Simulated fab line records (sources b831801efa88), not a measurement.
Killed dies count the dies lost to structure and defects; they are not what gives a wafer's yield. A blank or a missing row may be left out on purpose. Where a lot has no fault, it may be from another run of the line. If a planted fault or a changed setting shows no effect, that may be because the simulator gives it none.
A lot that was struck, set against a sound lot :: flow gf180mcu :: 19 steps out of a route of 602
Sound: the wafers L422.2, L422.3, L422.5. Struck: wafers L434.5, L434.6 (left out: L434.4, a lot-mate that was not struck); the cause follows at the end.
Order at every step that has rows: each side's tool, ch and its chambers, its first start. Under that, the readings that differ: sound wafers :: struck wafers :: difference of the means :: sigmas: that difference in standard deviations of wafers without a fault.
alike: readings with means less than 2 such deviations apart, plus words and numbers identical on both sides. not compared: withheld readings, readings lacking a value on some wafer, bounds such as >300 that could conceal the same value, and numbers that have no deviation in the record and whose values overlap.
The two part at a step that has a row with sigmas, a row that says differs or no value, or rows on one side only. When numbers do not overlap yet have no deviation, they are printed without sigmas and do not part them. A reading missing from all wafers of one side parts the sides only when that side holds two or more wafers.

first, 1 step without rows for these wafers: GF_V1_CVD_00 (deposits SiO2, target thk 600 nm, time 100 s).
GF_V1_THK_MEAS_01:
  sound on film metro-02, day 18 15:26; struck on film metro-02, day 23 04:38
  alike: V1_CVD_00_THK
GF_V1_CVD_02: deposits SiO2 from TEOS, target thk 850 nm, time 94.851 s.
  sound on pecvd-04 ch 0,1, day 18 15:29; struck on pecvd-03 ch 0,1, day 23 04:42
  alike: heater power outer w, heater power w
GF_V1_THK_MEAS_03:
  sound on film metro-04, day 18 15:34; struck on film metro-03, day 23 04:46
  alike: V1_CVD_02_THK
GF_V1_CMP_04: polishes SiO2.
  sound on cmp-02 ch 1,2, day 18 15:40; struck on cmp-01 ch 1,2, day 23 04:54
  alike: motor current A, platen rpm, time to endpoint s
GF_V1_BOW_MEAS_05:
  sound on film metro-04, day 18 15:56; struck on film metro-04, day 23 05:10
  alike: V1_BOW
then, 6 steps without rows for these wafers: GF_V1_DEHYDRATE_06 (time 60 s); GF_V1_HMDS_07 (prime time 60 s); GF_V1_COAT_08; GF_V1_COAT_09 (resist thk 1000 nm); GF_V1_SOFTBAKE_10 (time 60 s); GF_V1_EXPOSE_11 (exposes mask Via1, target cd 260 nm).
GF_V1_PEB_12: peb time 90 s.
  sound on litho track-04 ch 0, day 19 16:30; struck on litho track-03 ch 0, day 24 03:20
  alike: chill plate temp C, plate temp C
then, 1 step without rows for these wafers: GF_V1_DEVELOP_13 (develop time 60 s).
GF_V1_CD_MEAS_14: target cd 260 nm.
  sound on cd sem-02, day 19 16:50; struck on cd sem-01, day 24 03:38
reading: cd nm (nm)
sound: 258.4 258.9 259.1
struck: 264.3 263.5
difference: +5.1
sigmas: +5
GF_V1_OVL_MEAS_15:
  sound on overlay-02, day 19 16:57; struck on overlay-02, day 24 03:43
reading: V1_OVL (nm)
sound: -5 -9 -1
struck: 14 9
difference: +16
sigmas: +3
GF_V1_ETCH_16: etches BARC in N2/H2.
  sound on rie diel-04 ch 1,2,3, day 19 16:59; struck on rie diel-01 ch 0,3, day 24 03:46
reading: model.V1.cd nm (nm)
sound: 258 257.8 258.9
struck: 264 263.3
difference: +5
sigmas: 
  alike: drypump motor current A, oes product au, throttle valve pct
GF_V1_ETCH_17: etches SiO2 in C4F8/O2/Ar, stops on TiN, target depth 630 nm.
  sound: rie diel-04 ch 1,2,3; struck: rie diel-01 ch 0,3
reading: model.V1.cd nm (nm)
sound: 258.4 258.1 259
struck: 264.5 263.4
difference: +5.4
sigmas: 
  alike: oes product au
GF_V1_STRIP_18: strips in O2/N2.
  sound on plasma asher-04 ch 0,1, day 19 17:06; struck on plasma asher-04 ch 0,1, day 24 03:54
  alike: drypump motor current A, heater power w, oes product au
  not compared: rf hours counter h

== WHERE THEY PART ==
First at GF_V1_CD_MEAS_14; last, within this record, at GF_V1_OVL_MEAS_15. Later steps at which nothing parts them and some readings are alike: GF_V1_ETCH_16, GF_V1_ETCH_17, GF_V1_STRIP_18.

WHY: what the simulator had put in
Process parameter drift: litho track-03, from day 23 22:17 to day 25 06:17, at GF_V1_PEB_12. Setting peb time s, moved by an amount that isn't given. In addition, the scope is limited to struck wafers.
